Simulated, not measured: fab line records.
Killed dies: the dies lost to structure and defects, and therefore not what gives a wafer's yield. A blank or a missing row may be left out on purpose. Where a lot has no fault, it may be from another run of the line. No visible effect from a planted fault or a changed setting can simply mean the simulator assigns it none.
fab line records	flow gf180mcu
[record] lots = 5	wafers = 15	lastDay = 34
route steps=602 shown M5@532 V5@540
lots that met no fault: taken from a fault-free run of the same line
startH: hours from the record's opening day to when the first of the lot's shown wafers began	waitH: hours from the lot's prior step to this one	" identical to the entry in the row above	L1.1+2: several wafers, shown together as one row	- either no value or no given start	* or withheld: withheld	< > ~ a bound
route shown NAME@n: a module of which the file shows steps, and the number in the route of the first	usual: mean/standard deviation taken from wafers without a fault	same: alike in all rows	chamber/n: place in a boat	sites: each site's reading	_std_site: the standard deviation of these	_edge_site: mean of outer sites minus mean of inner sites	radiusMm: for every site, how far away it sits from the centre of the wafer	mask NAME#n: copy n	behind: the tool/chamber that last shaped the wafer	hold: the reason the lot was held/the length of the hold in hours/how it ended	device: transistor that didn't switch, given as n, p or np	end of line: at the end of the route, the tests of the same wafers	a step given without rows: its recipe and nothing more	killed: dies lost to structure and defects at the first sort, not the wafer's yield	map: a wafer's dies, marking killed ones x, the rest . and places with no die _
set.NAME: the run value of the setting; set.NAME@STEP: its run value at that earlier step	model.NAME: the simulator's own value behind a step, which no gauge read
a table for each step, a row for each wafer; lots at some steps of the route
services: when a tool's chamber went out of use (startH, in hours from the record's first day, below 0 if earlier), for how many hours, and the reason
[[steps]]
[step GF_M5_DEVELOP_06]
[recipe] developTimeS = 60	devTempC = 21
[usual] exhaustPa = 44.8/0.88
lot.wafer	tool	chamber	startH	waitH	exhaustPa
L076.1	lithoTrack-03	0	614.02	0.2	46.0
L076.4	"	0	"	"	45.4
L076.5	"	0	"	"	46.4
L080.2	lithoTrack-03	0	650.30	0.2	43.9
L080.4	"	0	"	"	45.8
L080.6	"	0	"	"	44.1
L083.2	lithoTrack-03	0	674.30	0.2	45.0
L083.3	"	0	"	"	45.5
L083.6	"	0	"	"	44.4
L085.3	lithoTrack-02	0	705.33	0.1	44.0
L085.4	"	0	"	"	44.3
L085.5	"	0	"	"	43.6
L095.2	lithoTrack-03	0	752.95	0.2	46.1
L095.3	"	0	"	"	46.1
L095.5	"	0	"	"	46.8
[step GF_M5_CD_MEAS_07]
[recipe] targetCdNm = 280
[usual] cdNm = 280.4/1
lot.wafer	tool	chamber	startH	waitH	cdNm
L076.1	cdSem-02	-	614.17	0.1	279.9
L076.4	"	-	"	"	279.6
L076.5	"	-	"	"	281.1
L080.2	cdSem-02	-	650.44	0.1	281.1
L080.4	"	-	"	"	279.7
L080.6	"	-	"	"	280.6
L083.2	cdSem-02	-	674.44	0.1	282.3
L083.3	"	-	"	"	281.8
L083.6	"	-	"	"	282.0
L085.3	cdSem-02	-	705.47	0.1	280.1
L085.4	"	-	"	"	279.7
L085.5	"	-	"	"	279.5
L095.2	cdSem-01	-	753.09	0.1	280.5
L095.3	"	-	"	"	280.2
L095.5	"	-	"	"	279.9
[step GF_M5_OVL_MEAS_08]
[usual] M5_OVL = -3/5.7
lot.wafer	tool	chamber	startH	waitH	M5_OVL[nm]
L076.1	overlay-02	-	614.32	0.1	8
L076.4	"	-	"	"	3
L076.5	"	-	"	"	1
L080.2	overlay-01	-	650.55	0.1	0
L080.4	"	-	"	"	-1
L080.6	"	-	"	"	-5
L083.2	overlay-02	-	674.55	0.1	-7
L083.3	"	-	"	"	-8
L083.6	"	-	"	"	-9
L085.3	overlay-02	-	705.56	0.1	-12
L085.4	"	-	"	"	-9
L085.5	"	-	"	"	-2
L095.2	overlay-02	-	753.20	0.1	-2
L095.3	"	-	"	"	-8
L095.5	"	-	"	"	-8
[step GF_M5_ETCH_09]
[recipe] chemistry = CF4/O2	target = Si3N4	targetDepthNm = 52	sourceW = 800	biasW = 150	pressureMtorr = 150	cf4FlowSccm = 80	O2_flow_sccm = 10	timeS = 11.6
[usual] chamberPressureMTorr = 149.98/0.14	drypumpMotorCurrentA = 5.6/0.38	oesProductAu = 1.001/0.008	throttleValvePct = 5.970/0.0092
lot.wafer	tool	chamber	startH	waitH	chamberPressureMTorr	drypumpMotorCurrentA	oesProductAu	rfHoursCounterH	throttleValvePct
L076.1	rieDiel-04	0	614.36	0.0	150.00	5.3	1.007	30	5.966
L076.4	"	1	"	"	150.05	5.8	1.008	7	5.979
L076.5	"	0	"	"	150.00	5.3	1.008	-	5.965
L080.2	rieDiel-04	2	650.58	0.0	150.06	5.5	1.016	16	5.985
L080.4	"	0	"	"	149.85	5.2	0.998	32	5.953
L080.6	"	0	"	"	149.78	5.2	1.004	-	5.968
L083.2	rieDiel-01	0	674.58	0.0	149.85	5.9	0.995	0	5.967
L083.3	"	3	"	"	149.88	5.4	1.001	5	5.962
L083.6	"	2	"	"	149.95	5.5	1.001	-	5.965
L085.3	rieDiel-04	3	705.58	0.0	150.13	5.6	0.992	16	5.965
L085.4	"	1	"	"	150.10	5.8	0.991	10	5.982
L085.5	"	0	"	"	149.85	5.3	1.000	-	5.975
L095.2	rieDiel-01	1	753.23	0.0	149.89	5.9	1.011	2	5.972
L095.3	"	0	"	"	149.96	5.9	1.005	4	5.985
L095.5	"	1	"	"	149.78	5.9	1.017	-	5.970
[step GF_M5_METAL_ETCH_10]
[recipe] chemistry = Cl2/BCl3	maskMaterial = KrF	targetDepthNm = 750.8	stopOn = SiO2	pressureMtorr = 8	icpW = 800	biasW = 140	Cl2_flow_sccm = 80	bcl3FlowSccm = 40	timeS = 125.1
[usual] chamberPressureMTorr = 7.999/0.0075	drypumpMotorCurrentA = 5.5/0.44	heBacksideLeakSccm = 3.42/0.21	mfcCl2Sccm = 79.96/0.22	oesProductAu = 0.989/0.0049	throttleValvePct = 28.230/0.0093
lot.wafer	tool	chamber	startH	waitH	chamberPressureMTorr	drypumpMotorCurrentA	heBacksideLeakSccm	mfcCl2Sccm	oesProductAu	rfHoursCounterH	throttleValvePct
L076.1	rieMetal-03	1	614.38	0.0	7.994	5.6	3.37	79.81	0.981	10	28.242
L076.4	"	1	"	"	8.012	5.6	3.40	79.68	0.994	-	28.217
L076.5	"	1	"	"	8.018	5.6	3.42	79.91	0.995	-	28.221
L080.2	rieMetal-03	1	650.64	0.1	8.000	5.6	3.37	79.81	0.993	-	28.234
L080.4	"	1	"	"	7.994	5.6	3.38	80.19	0.986	-	28.229
L080.6	"	1	"	"	7.997	5.6	3.49	80.11	0.995	-	28.216
L083.2	rieMetal-03	1	674.64	0.1	7.999	5.6	3.38	79.88	0.986	-	28.231
L083.3	"	1	"	"	8.000	5.7	3.41	79.68	0.993	-	28.243
L083.6	"	1	"	"	8.011	5.7	3.37	79.71	0.995	-	28.225
L085.3	rieMetal-04	0	705.65	0.1	8.000	6.1	3.13	80.04	0.978	-	28.238
L085.4	"	1	"	"	7.993	5.4	4.12	80.00	0.985	-	28.231
L085.5	"	0	"	"	7.997	6.1	3.05	80.33	0.984	-	28.237
L095.2	rieMetal-04	1	753.25	0.0	7.995	5.4	3.50	79.96	0.988	0	28.233
L095.3	"	0	"	"	7.989	6.2	3.24	79.86	0.982	-	28.248
L095.5	"	1	"	"	7.994	5.4	3.57	79.89	0.996	-	28.223
[step GF_M5_STRIP_11]
[recipe] chemistry = O2/N2	powerW = 1400	pressureMtorr = 1500	platenTempC = 250	o2FlowSccm = 3000	n2FlowSccm = 300	overashFraction = 0.5
[usual] chamberPressureMTorr = 1500.0/1.3	drypumpMotorCurrentA = 5.6/0.35	heaterPowerW = 328/26	oesProductAu = 0.523/0.0048	stripTimeToEndpointS = 7.05/0.042
lot.wafer	tool	chamber	startH	waitH	chamberPressureMTorr	drypumpMotorCurrentA	heaterPowerW	oesProductAu	rfHoursCounterH	stripTimeToEndpointS
L076.1	plasmaAsher-04	0	614.64	0.2	1499.3	5.3	323	0.512	98	7.01
L076.4	"	1	"	"	1502.0	5.7	326	0.529	-	6.99
L076.5	"	1	"	"	1500.5	5.7	313	0.520	-	7.01
L080.2	plasmaAsher-04	0	650.86	0.2	1498.7	5.2	315	0.520	101	7.03
L080.4	"	1	"	"	1498.9	5.7	320	0.520	-	7.01
L080.6	"	0	"	"	1501.9	5.3	337	0.526	-	7.03
L083.2	plasmaAsher-04	0	674.86	0.2	1499.9	5.3	324	0.516	104	7.00
L083.3	"	0	"	"	1499.2	5.3	327	0.522	-	7.03
L083.6	"	1	"	"	1500.0	5.7	326	0.517	-	7.00
L085.3	plasmaAsher-01	0	705.77	0.1	1499.7	5.4	313	0.528	-	7.18
L085.4	"	1	"	"	1499.6	5.5	360	0.530	-	7.12
L085.5	"	1	"	"	1499.1	5.5	374	0.534	-	7.11
L095.2	plasmaAsher-01	1	753.38	0.1	1501.4	5.5	377	0.522	35	7.06
L095.3	"	1	"	"	1501.4	5.5	379	0.525	-	7.11
L095.5	"	0	"	"	1501.2	5.4	316	0.524	-	7.13
[step GF_M5_STRIP_12]
[recipe] chemistry = postEtchResidueRemover	timeS = 1200	tempC = 72.5
[usual] bathGuardTempC = 72.6/0.37
lot.wafer	tool	chamber	startH	waitH	bathGuardTempC
L076.1	wetBench-04	1	614.74	0.1	72.8
L076.4	"	1	"	"	73.2
L076.5	"	1	"	"	72.5
L080.2	wetBench-01	0	650.96	0.1	73.1
L080.4	"	0	"	"	73.1
L080.6	"	0	"	"	72.9
L083.2	wetBench-02	1	674.96	0.1	72.7
L083.3	"	1	"	"	72.6
L083.6	"	1	"	"	72.6
L085.3	wetBench-01	3	705.84	0.0	72.0
L085.4	"	3	"	"	72.3
L085.5	"	3	"	"	71.9
L095.2	wetBench-01	2	753.48	0.1	72.4
L095.3	"	2	"	"	72.4
L095.5	"	2	"	"	72.8
[step GF_M5_CLEAN_13]
[recipe] chemistry = DIW	dry = n2Spin
lot.wafer	tool	chamber	startH	waitH
L076.1+4+5	wetBench-04	3	615.11	0.0
L080.2+4+6	wetBench-04	3	651.33	0.0
L083.2+3+6	wetBench-04	3	675.37	0.0
L085.3+4+5	wetBench-02	3	706.21	0.0
L095.2+3+5	wetBench-04	2	753.82	0.0
[step GF_V5_CVD_00]
[recipe] material = SiO2	targetThkNm = 300	sigmaOpenFrac = 0.3	tempC = 400	timeS = 50	sih4FlowSccm = 60	pressureMtorr = 6
[usual] sih4FlowSccm = 59.96/0.19
lot.wafer	tool	chamber	startH	waitH	sih4FlowSccm
L076.1	hdpcvd-01	2	615.21	0.0	60.35
L076.4	"	2	"	"	60.27
L076.5	"	0	"	"	59.85
L080.2	hdpcvd-02	2	651.42	0.0	59.73
L080.4	"	2	"	"	59.80
L080.6	"	0	"	"	59.82
L083.2	hdpcvd-02	2	675.46	0.0	60.01
L083.3	"	1	"	"	59.72
L083.6	"	0	"	"	60.32
L085.3	hdpcvd-01	2	706.31	0.0	59.75
L085.4	"	1	"	"	60.26
L085.5	"	2	"	"	59.68
L095.2	hdpcvd-02	1	753.91	0.0	60.14
L095.3	"	2	"	"	59.78
L095.5	"	2	"	"	59.77
[step GF_V5_THK_MEAS_01]
[recipe] reads = SiO2_of_V5_CVD_00
[usual] V5_CVD_00_THK = 297.5/2.3
lot.wafer	tool	chamber	startH	waitH	V5_CVD_00_THK[nm]
L076.1	filmMetro-03	-	615.26	0.0	296.2
L076.4	"	-	"	"	297.4
L076.5	"	-	"	"	295.7
L080.2	filmMetro-02	-	651.48	0.0	299.4
L080.4	"	-	"	"	300.2
L080.6	"	-	"	"	295.6
L083.2	filmMetro-03	-	675.51	0.0	296.0
L083.3	"	-	"	"	293.7
L083.6	"	-	"	"	299.3
L085.3	filmMetro-01	-	706.37	0.0	299.3
L085.4	"	-	"	"	297.3
L085.5	"	-	"	"	296.3
L095.2	filmMetro-01	-	753.97	0.0	295.9
L095.3	"	-	"	"	297.1
L095.5	"	-	"	"	298.1
[step GF_V5_CVD_02]
[recipe] material = SiO2	targetThkNm = 1450	precursor = TEOS	tempC = 400	timeS = 163.28	rfW = 600
[usual] heaterPowerW = 689/100
lot.wafer	tool	chamber	startH	waitH	heaterPowerW
L076.1	pecvd-04	0	615.32	0.1	750
L076.4	"	0	"	"	820
L076.5	"	1	"	"	467
L080.2	pecvd-02	0	651.53	0.0	800
L080.4	"	0	"	"	673
L080.6	"	2	"	"	792
L083.2	pecvd-04	1	675.56	0.0	543
L083.3	"	2	"	"	686
L083.6	"	2	"	"	559
L085.3	pecvd-04	2	706.41	0.0	723
L085.4	"	1	"	"	543
L085.5	"	0	"	"	806
L095.2	pecvd-01	0	754.02	0.0	604
L095.3	"	1	"	"	832
L095.5	"	2	"	"	756
[step GF_V5_THK_MEAS_03]
[recipe] reads = SiO2_of_V5_CVD_02
[usual] V5_CVD_02_THK = 1456/18
lot.wafer	tool	chamber	startH	waitH	V5_CVD_02_THK[nm]
L076.1	filmMetro-02	-	615.42	0.1	1476
L076.4	"	-	"	"	1478
L076.5	"	-	"	"	1456
L080.2	filmMetro-02	-	651.65	0.1	1435
L080.4	"	-	"	"	1462
L080.6	"	-	"	"	1480
L083.2	filmMetro-01	-	675.68	0.1	1439
L083.3	"	-	"	"	1450
L083.6	"	-	"	"	1474
L085.3	filmMetro-03	-	706.54	0.1	1467
L085.4	"	-	"	"	1467
L085.5	"	-	"	"	1474
L095.2	filmMetro-01	-	754.13	0.1	1449
L095.3	"	-	"	"	1439
L095.5	"	-	"	"	1452
[[services]]
tool	chamber	startH	hours	kind
pecvd-04	-	591.12	14.0	pm
rieMetal-04	-	593.24	2.8	pm
hdpcvd-02	-	595.68	14.6	pm
rieDiel-01	0	597.31	1.2	repair
pecvd-04	-	604.60	2.7	repair
rieDiel-01	0	606.83	9.2	repair
pecvd-01	1	607.72	2.6	repair
pecvd-04	0	610.91	3.7	repair
rieMetal-03	0	611.42	5.8	repair
hdpcvd-02	1	619.33	11.7	repair
wetBench-02	-	622.31	2.4	repair
hdpcvd-02	-	624.30	1.2	repair
rieMetal-04	1	628.51	1.9	repair
hdpcvd-01	-	638.88	0.3	repair
rieDiel-01	1	649.69	11.8	repair
wetBench-01	-	655.84	1.9	pm
hdpcvd-01	0	660.20	4.3	repair
hdpcvd-01	-	679.53	2.8	pm
hdpcvd-02	-	681.47	0.3	repair
hdpcvd-02	1	682.71	4.5	repair
rieDiel-04	2	691.50	9.8	repair
rieDiel-01	2	703.87	6.6	repair
rieMetal-03	1	716.92	3.5	repair
plasmaAsher-04	-	733.75	9.0	pm
[[key]]
fault none
